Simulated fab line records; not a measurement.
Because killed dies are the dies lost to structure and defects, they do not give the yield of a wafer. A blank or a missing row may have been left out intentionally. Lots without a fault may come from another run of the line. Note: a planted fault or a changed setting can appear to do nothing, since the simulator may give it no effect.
What tool caused it? || flow gf180mcu || 24 lots, 72 wafers sampled, at 5 steps of a route of 602

== WHAT EACH GAUGE READ, for each wafer ==
GF_M3_RS_MEAS_05: measurement is done with a four-point probe. Usual: M3_ALCU_RS typically reads 0.0695 ohm/sq, with standard deviation 0.00087.
{"lot": "L074", "measured": "day 20 11:00", "on": "filmMetro-03", "M3_ALCU_RS (ohm/sq)": "0.0711 0.0694 0.0714", "flag": ""}
{"lot": "L075", "measured": "day 20 16:26", "on": "filmMetro-03", "M3_ALCU_RS (ohm/sq)": "0.0686 0.0688 0.0702", "flag": ""}
{"lot": "L076", "measured": "day 20 21:42", "on": "filmMetro-03", "M3_ALCU_RS (ohm/sq)": "0.0678 0.0689 0.0679", "flag": ""}
{"lot": "L077", "measured": "day 21 06:35", "on": "filmMetro-02", "M3_ALCU_RS (ohm/sq)": "0.0709 0.0698 0.0703", "flag": ""}
{"lot": "L078", "measured": "day 21 09:56", "on": "filmMetro-03", "M3_ALCU_RS (ohm/sq)": "0.0702 0.0709 0.0697", "flag": ""}
{"lot": "L079", "measured": "day 22 02:08", "on": "filmMetro-03", "M3_ALCU_RS (ohm/sq)": "0.0685 0.0691 0.0706", "flag": ""}
{"lot": "L080", "measured": "day 22 14:04", "on": "filmMetro-04", "M3_ALCU_RS (ohm/sq)": "0.0698 0.0693 0.0689", "flag": ""}
{"lot": "L081", "measured": "day 23 04:13", "on": "filmMetro-03", "M3_ALCU_RS (ohm/sq)": "0.0702 0.0703 0.0706", "flag": ""}
{"lot": "L082", "measured": "day 23 15:44", "on": "filmMetro-03", "M3_ALCU_RS (ohm/sq)": "0.0697 0.0694 0.0689", "flag": ""}
{"lot": "L083", "measured": "day 23 20:59", "on": "filmMetro-04", "M3_ALCU_RS (ohm/sq)": "0.0690 0.0693 0.0692", "flag": ""}
{"lot": "L084", "measured": "day 24 06:01", "on": "filmMetro-04", "M3_ALCU_RS (ohm/sq)": "0.0711 0.0691 0.0712", "flag": ""}
{"lot": "L085", "measured": "day 24 18:40", "on": "filmMetro-02", "M3_ALCU_RS (ohm/sq)": "0.0692 0.0688 0.0685", "flag": ""}
{"lot": "L086", "measured": "day 25 02:04", "on": "filmMetro-02", "M3_ALCU_RS (ohm/sq)": "0.0695 0.0699 0.0700", "flag": ""}
{"lot": "L087", "measured": "day 25 15:23", "on": "filmMetro-03", "M3_ALCU_RS (ohm/sq)": "0.0693 0.0688 0.0703", "flag": ""}
{"lot": "L088", "measured": "day 25 20:26", "on": "filmMetro-02", "M3_ALCU_RS (ohm/sq)": "0.0696 0.0695 0.0692", "flag": ""}
{"lot": "L090", "measured": "day 26 01:14", "on": "filmMetro-02", "M3_ALCU_RS (ohm/sq)": "0.0690 0.0704 0.0689", "flag": ""}
{"lot": "L091", "measured": "day 26 10:02", "on": "filmMetro-04", "M3_ALCU_RS (ohm/sq)": "0.0689 0.0701 0.0694", "flag": ""}
{"lot": "L089", "measured": "day 26 11:35", "on": "filmMetro-02", "M3_ALCU_RS (ohm/sq)": "0.0679 0.0693 0.0681", "flag": ""}
{"lot": "L092", "measured": "day 26 17:23", "on": "filmMetro-04", "M3_ALCU_RS (ohm/sq)": "0.0695 0.0695 0.0687", "flag": ""}
{"lot": "L093", "measured": "day 27 02:18", "on": "filmMetro-02", "M3_ALCU_RS (ohm/sq)": "0.0703 0.0709 0.0695", "flag": ""}
{"lot": "L094", "measured": "day 27 06:58", "on": "filmMetro-04", "M3_ALCU_RS (ohm/sq)": "0.0697 0.0679 0.0699", "flag": ""}
{"lot": "L095", "measured": "day 27 08:19", "on": "filmMetro-03", "M3_ALCU_RS (ohm/sq)": "0.0706 0.0694 0.0697", "flag": ""}
{"lot": "L096", "measured": "day 27 18:35", "on": "filmMetro-04", "M3_ALCU_RS (ohm/sq)": "0.0699 0.0692 0.0691", "flag": ""}
{"lot": "L097", "measured": "day 28 06:50", "on": "filmMetro-02", "M3_ALCU_RS (ohm/sq)": "0.0695 0.0683 0.0696", "flag": ""}

GF_M3_OVL_MEAS_15. Usual: M3_OVL typically reads 1 nm, with standard deviation 4.9.
{"lot": "L074", "measured": "day 21 11:06", "on": "overlay-02", "M3_OVL (nm)": "4 -1 -1", "flag": ""}
{"lot": "L075", "measured": "day 21 15:56", "on": "overlay-02", "M3_OVL (nm)": "-8 -4 3", "flag": ""}
{"lot": "L076", "measured": "day 21 21:10", "on": "overlay-02", "M3_OVL (nm)": "4 3 -3", "flag": ""}
{"lot": "L077", "measured": "day 22 06:20", "on": "overlay-02", "M3_OVL (nm)": "-3 -3 -2", "flag": ""}
{"lot": "L078", "measured": "day 22 09:25", "on": "overlay-02", "M3_OVL (nm)": "2 3 -2", "flag": ""}
{"lot": "L079", "measured": "day 23 01:19", "on": "overlay-01", "M3_OVL (nm)": "13 8 4", "flag": ""}
{"lot": "L080", "measured": "day 23 13:08", "on": "overlay-01", "M3_OVL (nm)": "3 5 3", "flag": ""}
{"lot": "L081", "measured": "day 24 02:20", "on": "overlay-02", "M3_OVL (nm)": "-6 1 -12", "flag": ""}
{"lot": "L082", "measured": "day 24 13:20", "on": "overlay-01", "M3_OVL (nm)": "4 -5 4", "flag": ""}
{"lot": "L083", "measured": "day 24 18:47", "on": "overlay-01", "M3_OVL (nm)": "2 -4 -6", "flag": ""}
{"lot": "L084", "measured": "day 25 03:37", "on": "overlay-01", "M3_OVL (nm)": "7 0 2", "flag": ""}
{"lot": "L085", "measured": "day 25 15:58", "on": "overlay-02", "M3_OVL (nm)": "3 -5 2", "flag": ""}
{"lot": "L086", "measured": "day 25 22:23", "on": "overlay-01", "M3_OVL (nm)": "7 5 5", "flag": ""}
{"lot": "L087", "measured": "day 26 12:22", "on": "overlay-02", "M3_OVL (nm)": "-5 -1 5", "flag": ""}
{"lot": "L088", "measured": "day 26 17:13", "on": "overlay-01", "M3_OVL (nm)": "-7 -7 2", "flag": ""}
{"lot": "L090", "measured": "day 26 21:49", "on": "overlay-02", "M3_OVL (nm)": "-4 -2 0", "flag": ""}
{"lot": "L091", "measured": "day 27 06:35", "on": "overlay-01", "M3_OVL (nm)": "-1 -5 2", "flag": ""}
{"lot": "L089", "measured": "day 27 08:07", "on": "overlay-01", "M3_OVL (nm)": "17 6 2", "flag": ""}
{"lot": "L092", "measured": "day 27 13:50", "on": "overlay-01", "M3_OVL (nm)": "8 3 5", "flag": ""}
{"lot": "L093", "measured": "day 27 22:13", "on": "overlay-01", "M3_OVL (nm)": "5 4 4", "flag": ""}
{"lot": "L094", "measured": "day 28 02:28", "on": "overlay-01", "M3_OVL (nm)": "5 4 6", "flag": ""}
{"lot": "L095", "measured": "day 28 03:58", "on": "overlay-02", "M3_OVL (nm)": "5 -2 -2", "flag": ""}
{"lot": "L096", "measured": "day 28 14:02", "on": "overlay-01", "M3_OVL (nm)": "-2 -6 0", "flag": ""}
{"lot": "L097", "measured": "day 29 01:58", "on": "overlay-01", "M3_OVL (nm)": "-2 5 7", "flag": ""}

== WHAT TOOL EACH LOT RAN ON (gives the tool, then ch and the chambers of the sampled wafers, and finally the start) ==
{"lot": "L074", "GF_SAB_STRIP_13": "plasmaAsher-03 ch 0,1, day 15 06:07", "GF_M1_SPUTTER_01": "pvdSputter-02, day 16 06:39", "GF_M3_SPUTTER_01": "pvdSputter-04, day 20 10:49"}
{"lot": "L075", "GF_SAB_STRIP_13": "plasmaAsher-04 ch 0,1, day 15 09:44", "GF_M1_SPUTTER_01": "pvdSputter-04, day 16 10:39", "GF_M3_SPUTTER_01": "pvdSputter-02, day 20 16:19"}
{"lot": "L076", "GF_SAB_STRIP_13": "plasmaAsher-03 ch 0,1, day 15 14:58", "GF_M1_SPUTTER_01": "pvdSputter-01, day 16 16:03", "GF_M3_SPUTTER_01": "pvdSputter-02, day 20 21:35"}
{"lot": "L077", "GF_SAB_STRIP_13": "plasmaAsher-04 ch 0,1, day 15 23:34", "GF_M1_SPUTTER_01": "pvdSputter-01, day 17 01:00", "GF_M3_SPUTTER_01": "pvdSputter-02, day 21 06:27"}
{"lot": "L078", "GF_SAB_STRIP_13": "plasmaAsher-03 ch 0,1, day 16 02:22", "GF_M1_SPUTTER_01": "pvdSputter-02, day 17 03:33", "GF_M3_SPUTTER_01": "pvdSputter-02, day 21 09:49"}
{"lot": "L079", "GF_SAB_STRIP_13": "plasmaAsher-02 ch 0,1, day 16 19:13", "GF_M1_SPUTTER_01": "pvdSputter-01, day 17 20:40", "GF_M3_SPUTTER_01": "pvdSputter-04, day 22 02:01"}
{"lot": "L080", "GF_SAB_STRIP_13": "plasmaAsher-02 ch 0,1, day 17 06:29", "GF_M1_SPUTTER_01": "pvdSputter-02, day 18 08:33", "GF_M3_SPUTTER_01": "pvdSputter-02, day 22 13:54"}
{"lot": "L081", "GF_SAB_STRIP_13": "plasmaAsher-03 ch 0,1, day 17 19:22", "GF_M1_SPUTTER_01": "pvdSputter-02, day 18 22:04", "GF_M3_SPUTTER_01": "pvdSputter-02, day 23 03:58"}
{"lot": "L082", "GF_SAB_STRIP_13": "plasmaAsher-03 ch 0, day 18 08:38", "GF_M1_SPUTTER_01": "pvdSputter-02, day 19 11:48", "GF_M3_SPUTTER_01": "pvdSputter-02, day 23 15:35"}
{"lot": "L083", "GF_SAB_STRIP_13": "plasmaAsher-03 ch 0,1, day 18 13:04", "GF_M1_SPUTTER_01": "pvdSputter-01, day 19 16:13", "GF_M3_SPUTTER_01": "pvdSputter-02, day 23 20:52"}
{"lot": "L084", "GF_SAB_STRIP_13": "plasmaAsher-03 ch 1, day 19 00:23", "GF_M1_SPUTTER_01": "pvdSputter-02, day 20 03:37", "GF_M3_SPUTTER_01": "pvdSputter-04, day 24 05:53"}
{"lot": "L085", "GF_SAB_STRIP_13": "plasmaAsher-02 ch 0,1, day 19 13:18", "GF_M1_SPUTTER_01": "pvdSputter-01, day 20 16:24", "GF_M3_SPUTTER_01": "pvdSputter-04, day 24 18:33"}
{"lot": "L086", "GF_SAB_STRIP_13": "plasmaAsher-02 ch 0,1, day 19 21:46", "GF_M1_SPUTTER_01": "pvdSputter-01, day 21 00:38", "GF_M3_SPUTTER_01": "pvdSputter-02, day 25 01:54"}
{"lot": "L087", "GF_SAB_STRIP_13": "plasmaAsher-03 ch 0,1, day 20 13:17", "GF_M1_SPUTTER_01": "pvdSputter-02, day 21 15:41", "GF_M3_SPUTTER_01": "pvdSputter-04, day 25 15:16"}
{"lot": "L088", "GF_SAB_STRIP_13": "plasmaAsher-03 ch 0, day 20 19:28", "GF_M1_SPUTTER_01": "pvdSputter-02, day 21 21:49", "GF_M3_SPUTTER_01": "pvdSputter-02, day 25 20:19"}
{"lot": "L090", "GF_SAB_STRIP_13": "plasmaAsher-02 ch 0,1, day 21 00:38", "GF_M1_SPUTTER_01": "pvdSputter-02, day 22 03:09", "GF_M3_SPUTTER_01": "pvdSputter-04, day 26 01:07"}
{"lot": "L091", "GF_SAB_STRIP_13": "plasmaAsher-03 ch 0, day 21 09:14", "GF_M1_SPUTTER_01": "pvdSputter-02, day 22 12:15", "GF_M3_SPUTTER_01": "pvdSputter-04, day 26 09:53"}
{"lot": "L089", "GF_SAB_STRIP_13": "plasmaAsher-04 ch 0,1, day 21 09:26", "GF_M1_SPUTTER_01": "pvdSputter-04, day 22 12:34", "GF_M3_SPUTTER_01": "pvdSputter-01, day 26 11:28"}
{"lot": "L092", "GF_SAB_STRIP_13": "plasmaAsher-03 ch 0,1, day 21 20:22", "GF_M1_SPUTTER_01": "pvdSputter-02, day 22 22:07", "GF_M3_SPUTTER_01": "pvdSputter-04, day 26 17:16"}
{"lot": "L093", "GF_SAB_STRIP_13": "plasmaAsher-02 ch 0,1, day 22 04:32", "GF_M1_SPUTTER_01": "pvdSputter-04, day 23 06:13", "GF_M3_SPUTTER_01": "pvdSputter-02, day 27 02:10"}
{"lot": "L094", "GF_SAB_STRIP_13": "plasmaAsher-04 ch 0, day 22 10:32", "GF_M1_SPUTTER_01": "pvdSputter-04, day 23 11:37", "GF_M3_SPUTTER_01": "pvdSputter-04, day 27 06:51"}
{"lot": "L095", "GF_SAB_STRIP_13": "plasmaAsher-03 ch 0,1, day 22 12:29", "GF_M1_SPUTTER_01": "pvdSputter-02, day 23 14:04", "GF_M3_SPUTTER_01": "pvdSputter-02, day 27 08:11"}
{"lot": "L096", "GF_SAB_STRIP_13": "plasmaAsher-02 ch 0,1, day 23 00:44", "GF_M1_SPUTTER_01": "pvdSputter-02, day 24 02:07", "GF_M3_SPUTTER_01": "pvdSputter-02, day 27 18:27"}
{"lot": "L097", "GF_SAB_STRIP_13": "plasmaAsher-02 ch 0,1, day 23 13:26", "GF_M1_SPUTTER_01": "pvdSputter-04, day 24 14:04", "GF_M3_SPUTTER_01": "pvdSputter-01, day 28 06:43"}
- GF_SAB_STRIP_13: strips in O2/N2.
- GF_M1_SPUTTER_01: material TiN, target thk 30 nm, time 25 s.
- GF_M3_SPUTTER_01: material TiN, target thk 30 nm, time 25 s.

== WHAT THE TOOLS THEMSELVES READ (means of the sampled wafers that have a number; where no wafer has one, the mark that the record gives instead) ==
GF_SAB_STRIP_13. Usual: drypumpMotorCurrentA 5.3 A, standard deviation 0.48; heaterPowerW 324 W, standard deviation 22; oesProductAu 0.710 a.u., standard deviation 0.0045; stripTimeToEndpointS 12.60 s, standard deviation 0.039.
{"lot": "L074", "tool": "plasmaAsher-03", "drypumpMotorCurrentA (A)": 4.8, "heaterPowerW (W)": 317, "oesProductAu (a.u.)": 0.710, "stripTimeToEndpointS (s)": 12.59, "flag": ""}
{"lot": "L075", "tool": "plasmaAsher-04", "drypumpMotorCurrentA (A)": 5.4, "heaterPowerW (W)": 322, "oesProductAu (a.u.)": 0.708, "stripTimeToEndpointS (s)": 12.57, "flag": ""}
{"lot": "L076", "tool": "plasmaAsher-03", "drypumpMotorCurrentA (A)": 4.8, "heaterPowerW (W)": 319, "oesProductAu (a.u.)": 0.712, "stripTimeToEndpointS (s)": 12.60, "flag": ""}
{"lot": "L077", "tool": "plasmaAsher-04", "drypumpMotorCurrentA (A)": 5.4, "heaterPowerW (W)": 319, "oesProductAu (a.u.)": 0.713, "stripTimeToEndpointS (s)": 12.57, "flag": ""}
{"lot": "L078", "tool": "plasmaAsher-03", "drypumpMotorCurrentA (A)": 5.0, "heaterPowerW (W)": 317, "oesProductAu (a.u.)": 0.710, "stripTimeToEndpointS (s)": 12.65, "flag": ""}
{"lot": "L079", "tool": "plasmaAsher-02", "drypumpMotorCurrentA (A)": 5.5, "heaterPowerW (W)": 350, "oesProductAu (a.u.)": 0.706, "stripTimeToEndpointS (s)": 12.61, "flag": ""}
{"lot": "L080", "tool": "plasmaAsher-02", "drypumpMotorCurrentA (A)": 5.8, "heaterPowerW (W)": 336, "oesProductAu (a.u.)": 0.709, "stripTimeToEndpointS (s)": 12.62, "flag": ""}
{"lot": "L081", "tool": "plasmaAsher-03", "drypumpMotorCurrentA (A)": 5.0, "heaterPowerW (W)": 313, "oesProductAu (a.u.)": 0.706, "stripTimeToEndpointS (s)": 12.58, "flag": ""}
{"lot": "L082", "tool": "plasmaAsher-03", "drypumpMotorCurrentA (A)": 4.6, "heaterPowerW (W)": 317, "oesProductAu (a.u.)": 0.710, "stripTimeToEndpointS (s)": 12.61, "flag": ""}
{"lot": "L083", "tool": "plasmaAsher-03", "drypumpMotorCurrentA (A)": 4.8, "heaterPowerW (W)": 314, "oesProductAu (a.u.)": 0.715, "stripTimeToEndpointS (s)": 12.62, "flag": ""}
{"lot": "L084", "tool": "plasmaAsher-03", "drypumpMotorCurrentA (A)": 5.2, "heaterPowerW (W)": 314, "oesProductAu (a.u.)": 0.712, "stripTimeToEndpointS (s)": 12.67, "flag": ""}
{"lot": "L085", "tool": "plasmaAsher-02", "drypumpMotorCurrentA (A)": 5.5, "heaterPowerW (W)": 345, "oesProductAu (a.u.)": 0.715, "stripTimeToEndpointS (s)": 12.56, "flag": ""}
{"lot": "L086", "tool": "plasmaAsher-02", "drypumpMotorCurrentA (A)": 5.8, "heaterPowerW (W)": 329, "oesProductAu (a.u.)": 0.708, "stripTimeToEndpointS (s)": 12.63, "flag": ""}
{"lot": "L087", "tool": "plasmaAsher-03", "drypumpMotorCurrentA (A)": 5.0, "heaterPowerW (W)": 313, "oesProductAu (a.u.)": 0.704, "stripTimeToEndpointS (s)": 12.53, "flag": ""}
{"lot": "L088", "tool": "plasmaAsher-03", "drypumpMotorCurrentA (A)": 4.6, "heaterPowerW (W)": 314, "oesProductAu (a.u.)": 0.708, "stripTimeToEndpointS (s)": 12.59, "flag": ""}
{"lot": "L090", "tool": "plasmaAsher-02", "drypumpMotorCurrentA (A)": 5.7, "heaterPowerW (W)": 337, "oesProductAu (a.u.)": 0.710, "stripTimeToEndpointS (s)": 12.60, "flag": ""}
{"lot": "L091", "tool": "plasmaAsher-03", "drypumpMotorCurrentA (A)": 4.6, "heaterPowerW (W)": 322, "oesProductAu (a.u.)": 0.707, "stripTimeToEndpointS (s)": 12.61, "flag": ""}
{"lot": "L089", "tool": "plasmaAsher-04", "drypumpMotorCurrentA (A)": 5.4, "heaterPowerW (W)": 326, "oesProductAu (a.u.)": 0.714, "stripTimeToEndpointS (s)": 12.59, "flag": ""}
{"lot": "L092", "tool": "plasmaAsher-03", "drypumpMotorCurrentA (A)": 5.0, "heaterPowerW (W)": 312, "oesProductAu (a.u.)": 0.708, "stripTimeToEndpointS (s)": 12.63, "flag": ""}
{"lot": "L093", "tool": "plasmaAsher-02", "drypumpMotorCurrentA (A)": 5.5, "heaterPowerW (W)": 351, "oesProductAu (a.u.)": 0.713, "stripTimeToEndpointS (s)": 12.58, "flag": ""}
{"lot": "L094", "tool": "plasmaAsher-04", "drypumpMotorCurrentA (A)": 5.0, "heaterPowerW (W)": 331, "oesProductAu (a.u.)": 0.710, "stripTimeToEndpointS (s)": 12.66, "flag": ""}
{"lot": "L095", "tool": "plasmaAsher-03", "drypumpMotorCurrentA (A)": 4.8, "heaterPowerW (W)": 316, "oesProductAu (a.u.)": 0.709, "stripTimeToEndpointS (s)": 12.60, "flag": ""}
{"lot": "L096", "tool": "plasmaAsher-02", "drypumpMotorCurrentA (A)": 5.8, "heaterPowerW (W)": 326, "oesProductAu (a.u.)": 0.711, "stripTimeToEndpointS (s)": 12.66, "flag": ""}
{"lot": "L097", "tool": "plasmaAsher-02", "drypumpMotorCurrentA (A)": 5.7, "heaterPowerW (W)": 330, "oesProductAu (a.u.)": 0.708, "stripTimeToEndpointS (s)": 12.59, "flag": ""}

GF_M1_SPUTTER_01. Usual: throttleValvePct 30.5 %, standard deviation 0.91.
{"lot": "L074", "tool": "pvdSputter-02", "throttleValvePct (%)": 30.4, "flag": ""}
{"lot": "L075", "tool": "pvdSputter-04", "throttleValvePct (%)": 31.6, "flag": ""}
{"lot": "L076", "tool": "pvdSputter-01", "throttleValvePct (%)": 29.8, "flag": ""}
{"lot": "L077", "tool": "pvdSputter-01", "throttleValvePct (%)": 28.9, "flag": ""}
{"lot": "L078", "tool": "pvdSputter-02", "throttleValvePct (%)": 30.6, "flag": ""}
{"lot": "L079", "tool": "pvdSputter-01", "throttleValvePct (%)": 29.8, "flag": ""}
{"lot": "L080", "tool": "pvdSputter-02", "throttleValvePct (%)": 30.7, "flag": ""}
{"lot": "L081", "tool": "pvdSputter-02", "throttleValvePct (%)": 30.7, "flag": ""}
{"lot": "L082", "tool": "pvdSputter-02", "throttleValvePct (%)": 30.6, "flag": ""}
{"lot": "L083", "tool": "pvdSputter-01", "throttleValvePct (%)": 29.2, "flag": ""}
{"lot": "L084", "tool": "pvdSputter-02", "throttleValvePct (%)": 31.0, "flag": ""}
{"lot": "L085", "tool": "pvdSputter-01", "throttleValvePct (%)": 29.8, "flag": ""}
{"lot": "L086", "tool": "pvdSputter-01", "throttleValvePct (%)": 29.7, "flag": ""}
{"lot": "L087", "tool": "pvdSputter-02", "throttleValvePct (%)": 30.7, "flag": ""}
{"lot": "L088", "tool": "pvdSputter-02", "throttleValvePct (%)": 30.7, "flag": ""}
{"lot": "L090", "tool": "pvdSputter-02", "throttleValvePct (%)": 30.7, "flag": ""}
{"lot": "L091", "tool": "pvdSputter-02", "throttleValvePct (%)": 30.5, "flag": ""}
{"lot": "L089", "tool": "pvdSputter-04", "throttleValvePct (%)": 31.0, "flag": ""}
{"lot": "L092", "tool": "pvdSputter-02", "throttleValvePct (%)": 30.7, "flag": ""}
{"lot": "L093", "tool": "pvdSputter-04", "throttleValvePct (%)": 31.1, "flag": ""}
{"lot": "L094", "tool": "pvdSputter-04", "throttleValvePct (%)": 30.8, "flag": ""}
{"lot": "L095", "tool": "pvdSputter-02", "throttleValvePct (%)": 30.6, "flag": ""}
{"lot": "L096", "tool": "pvdSputter-02", "throttleValvePct (%)": 30.6, "flag": ""}
{"lot": "L097", "tool": "pvdSputter-04", "throttleValvePct (%)": 31.0, "flag": ""}

GF_M3_SPUTTER_01. Usual: throttleValvePct 30.6 %, standard deviation 0.88.
{"lot": "L074", "tool": "pvdSputter-04", "throttleValvePct (%)": 31.3, "flag": ""}
{"lot": "L075", "tool": "pvdSputter-02", "throttleValvePct (%)": 30.6, "flag": ""}
{"lot": "L076", "tool": "pvdSputter-02", "throttleValvePct (%)": 30.6, "flag": ""}
{"lot": "L077", "tool": "pvdSputter-02", "throttleValvePct (%)": 30.7, "flag": ""}
{"lot": "L078", "tool": "pvdSputter-02", "throttleValvePct (%)": 30.6, "flag": ""}
{"lot": "L079", "tool": "pvdSputter-04", "throttleValvePct (%)": 29.9, "flag": ""}
{"lot": "L080", "tool": "pvdSputter-02", "throttleValvePct (%)": 30.6, "flag": ""}
{"lot": "L081", "tool": "pvdSputter-02", "throttleValvePct (%)": 30.8, "flag": ""}
{"lot": "L082", "tool": "pvdSputter-02", "throttleValvePct (%)": 30.6, "flag": ""}
{"lot": "L083", "tool": "pvdSputter-02", "throttleValvePct (%)": 30.7, "flag": ""}
{"lot": "L084", "tool": "pvdSputter-04", "throttleValvePct (%)": 30.0, "flag": ""}
{"lot": "L085", "tool": "pvdSputter-04", "throttleValvePct (%)": 30.6, "flag": ""}
{"lot": "L086", "tool": "pvdSputter-02", "throttleValvePct (%)": 30.4, "flag": ""}
{"lot": "L087", "tool": "pvdSputter-04", "throttleValvePct (%)": 30.4, "flag": ""}
{"lot": "L088", "tool": "pvdSputter-02", "throttleValvePct (%)": 30.5, "flag": ""}
{"lot": "L090", "tool": "pvdSputter-04", "throttleValvePct (%)": 31.6, "flag": ""}
{"lot": "L091", "tool": "pvdSputter-04", "throttleValvePct (%)": 30.5, "flag": ""}
{"lot": "L089", "tool": "pvdSputter-01", "throttleValvePct (%)": 29.3, "flag": ""}
{"lot": "L092", "tool": "pvdSputter-04", "throttleValvePct (%)": 30.6, "flag": ""}
{"lot": "L093", "tool": "pvdSputter-02", "throttleValvePct (%)": 30.6, "flag": ""}
{"lot": "L094", "tool": "pvdSputter-04", "throttleValvePct (%)": 31.0, "flag": ""}
{"lot": "L095", "tool": "pvdSputter-02", "throttleValvePct (%)": 30.8, "flag": ""}
{"lot": "L096", "tool": "pvdSputter-02", "throttleValvePct (%)": 30.6, "flag": ""}
{"lot": "L097", "tool": "pvdSputter-01", "throttleValvePct (%)": 29.1, "flag": ""}

== THE ANSWER, worked out from the rows above alone ==
Rule: take the mean of a lot's wafers that have a number; if it is more than 3 standard deviations from the usual mean, the lot is off. A lot without any number at a reading at which 4 lots or more have one is off too. The other lots that the step has rows for count as sound. First the gauges in route order, then the tools' own readings, where a lot's mean is used as printed above. At the first step where some lot is off, the reading lying furthest off is the one used; lots without a number count as furthest.
None of the lots is off at any reading shown; this tells nothing.

== WHAT HAD BEEN PUT IN BY THE SIMULATOR ==
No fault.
